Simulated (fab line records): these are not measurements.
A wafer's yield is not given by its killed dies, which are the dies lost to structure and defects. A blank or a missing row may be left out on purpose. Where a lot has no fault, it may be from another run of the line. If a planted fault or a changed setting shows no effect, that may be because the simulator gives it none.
Which tool was responsible? -- flow gf180mcu -- 13 lots, 39 wafers sampled, at 4 steps of a route of 602

== WHAT THE GAUGES SHOWED, per wafer ==
GF_LVPWELL_TW_MEAS_11.
lot,measured,on,LVPWELL_TW
L773,day 4 02:01,film-metro-01,558 561 561
L774,day 4 07:59,film-metro-01,561 561 560
L775,day 4 14:02,film-metro-02,566 568 567
L776,day 4 18:40,film-metro-04,551 548 550
L785,day 6 21:05,film-metro-04,552 550 553
L786,day 7 07:17,film-metro-04,548 547 548
L787,day 7 09:52,film-metro-04,550 550 548
L789,day 7 19:50,film-metro-04,552 549 549
L790,day 8 03:07,film-metro-04,550 552 552
L791,day 8 08:58,film-metro-01,560 564 558
L795,day 9 07:12,film-metro-01,561 563 559

GF_VT_IMPLANT_OVL_MEAS_18.
lot,measured,on,VT_IMPLANT_01_OVL (nm)
L773,day 6 10:23,overlay-01,0.8 -0.7 -1.0
L774,day 6 15:56,overlay-01,-3.2 -1.2 -2.7
L775,day 6 23:46,overlay-02,-1.1 -0.1 -1.4
L776,day 7 04:38,overlay-02,0.2 1.7 1.7
L785,day 9 13:13,overlay-02,-0.2 -1.1 -0.3
L786,day 10 01:25,overlay-02,-1.7 -2.3 -2.8
L787,day 10 04:43,overlay-02,1.6 1.2 1.7
L789,day 10 15:32,overlay-01,0.5 0.7 0.3
L790,day 11 00:20,overlay-01,-0.6 0.1 -1.2
L791,day 11 06:34,overlay-02,-0.4 0.1 -0.7
L795,day 12 08:08,overlay-01,3.2 1.4 1.2

== TOOL THAT RAN EACH LOT (tool first, then ch and the chambers of the sampled wafers, then the start) ==
lot,GF_STI_ETCH_13,GF_STI_STRIP_15
L773,"rie-diel-02 ch 1,2, day 2 05:40","plasma-asher-03 ch 0,1, day 2 05:51"
L774,"rie-diel-01 ch 0,1, day 2 11:04","plasma-asher-04 ch 0,1, day 2 11:13"
L775,"rie-diel-04 ch 1,2,3, day 2 17:43","plasma-asher-03 ch 0,1, day 2 17:52"
L776,"rie-diel-04 ch 2,3, day 2 21:34","plasma-asher-04 ch 0,1, day 2 21:43"
L777,"rie-diel-01 ch 0,2, day 3 02:19","plasma-asher-02 ch 0,1, day 3 02:28"
L778,"rie-diel-02 ch 0,2,3, day 3 08:31","plasma-asher-04 ch 0,1, day 3 08:42"
L785,"rie-diel-02 ch 0,1, day 4 19:10","plasma-asher-03 ch 0,1, day 4 19:19"
L786,"rie-diel-02 ch 1,2, day 5 02:07","plasma-asher-03 ch 0, day 5 02:16"
L787,"rie-diel-01 ch 1,2, day 5 07:47","plasma-asher-04 ch 0,1, day 5 07:56"
L789,"rie-diel-02 ch 0,2,3, day 5 17:14","plasma-asher-04 ch 0, day 5 17:23"
L790,"rie-diel-02 ch 1,2,3, day 5 22:49","plasma-asher-03 ch 0,1, day 5 22:58"
L791,"rie-diel-02 ch 1,2,3, day 6 04:05","plasma-asher-04 ch 0,1, day 6 04:14"
L795,"rie-diel-01 ch 0,1, day 7 01:26","plasma-asher-03 ch 0,1, day 7 01:37"
- GF_STI_ETCH_13: etches the open film in CHF3/O2, stops on Si, target depth 282.31 nm, time 112.9 s.
- GF_STI_STRIP_15: strips in O2/N2.

== WHAT THE TOOLS THEMSELVES READ (means of the sampled wafers that have a number; where no wafer has one, the mark that the record gives instead) ==
GF_STI_ETCH_13.
lot,tool,O2_flow_sccm (sccm),bias-w (W),drypump-motor-current-A (A),oes-product-au (a.u.),throttle-valve-pct (%)
L773,rie-diel-02,4.992,200.5,6.0,0.826,8.804
L774,rie-diel-01,4.984,200.5,5.9,0.826,8.811
L775,rie-diel-04,4.996,200.0,5.9,0.839,8.807
L776,rie-diel-04,4.989,200.5,6.2,0.829,8.811
L777,rie-diel-01,-,-,-,-,-
L778,rie-diel-02,-,-,-,-,-
L785,rie-diel-02,4.999,200.1,5.8,0.834,8.806
L786,rie-diel-02,4.998,200.2,6.0,0.827,8.809
L787,rie-diel-01,5.018,200.3,6.6,0.837,8.817
L789,rie-diel-02,5.000,199.4,5.9,0.839,8.798
L790,rie-diel-02,5.011,200.1,5.9,0.820,8.803
L791,rie-diel-02,4.990,200.4,5.9,0.831,8.813
L795,rie-diel-01,5.001,200.4,5.7,0.833,8.806

GF_STI_STRIP_15.
lot,tool,drypump-motor-current-A (A),heater-power-w (W),n2-flow-sccm (sccm),oes-product-au (a.u.),platen-temp-c (C),strip-time-to-endpoint-s (s)
L773,plasma-asher-03,5.7,376,298.8,0.378,249.91,3.66
L774,plasma-asher-04,6.0,334,298.7,0.385,249.92,3.67
L775,plasma-asher-03,5.6,365,301.9,0.384,250.16,3.76
L776,plasma-asher-04,6.0,332,300.3,0.382,249.84,3.76
L777,plasma-asher-02,5.7,358,300.4,0.485,250.16,6.23
L778,plasma-asher-04,6.0,332,298.7,0.488,250.34,6.23
L785,plasma-asher-03,5.7,373,299.2,0.383,249.80,3.70
L786,plasma-asher-03,5.1,396,300.5,0.383,250.02,3.68
L787,plasma-asher-04,6.0,335,299.5,0.384,250.11,3.69
L789,plasma-asher-04,5.9,341,301.9,0.382,250.15,3.69
L790,plasma-asher-03,5.6,377,299.8,0.382,250.11,3.68
L791,plasma-asher-04,6.0,336,300.4,0.385,249.91,3.71
L795,plasma-asher-03,5.7,375,300.5,0.387,250.09,3.75

== THE ANSWER, worked out from the rows above alone ==
Rule: the usual values come from the lots themselves. The widest of any qualifying gaps counts: lots, ordered by their means at a reading, are off when they make up no more than a third of the lots, leave a main group of 4 or more, and stand apart from it by 3 or more times the standard deviation of that group's means. A main group is skipped when, at the precision printed for the reading in the tables above, its means are all equal. Also off: a lot with no number at a reading for which 4 or more lots have one. Any other lot the step has rows for is counted as sound. The gauges are gone through in route order, then the tools' own readings, and for those a lot's mean is taken as printed above. At the first step where some lot is off, the reading lying furthest off is the one used; lots without a number count as furthest.
Off: L777, L778, at GF_STI_ETCH_13 (O2_flow_sccm). Without a number there: L777, L778. Main group: mean 4.998 sccm, sd 0.0094.
If a tool, at that step or one of the process steps before it, ran each lot that is off and ran no sound lot following the first of them, it fits. Of those tried, none fits.

== WHAT HAD BEEN PUT IN BY THE SIMULATOR ==
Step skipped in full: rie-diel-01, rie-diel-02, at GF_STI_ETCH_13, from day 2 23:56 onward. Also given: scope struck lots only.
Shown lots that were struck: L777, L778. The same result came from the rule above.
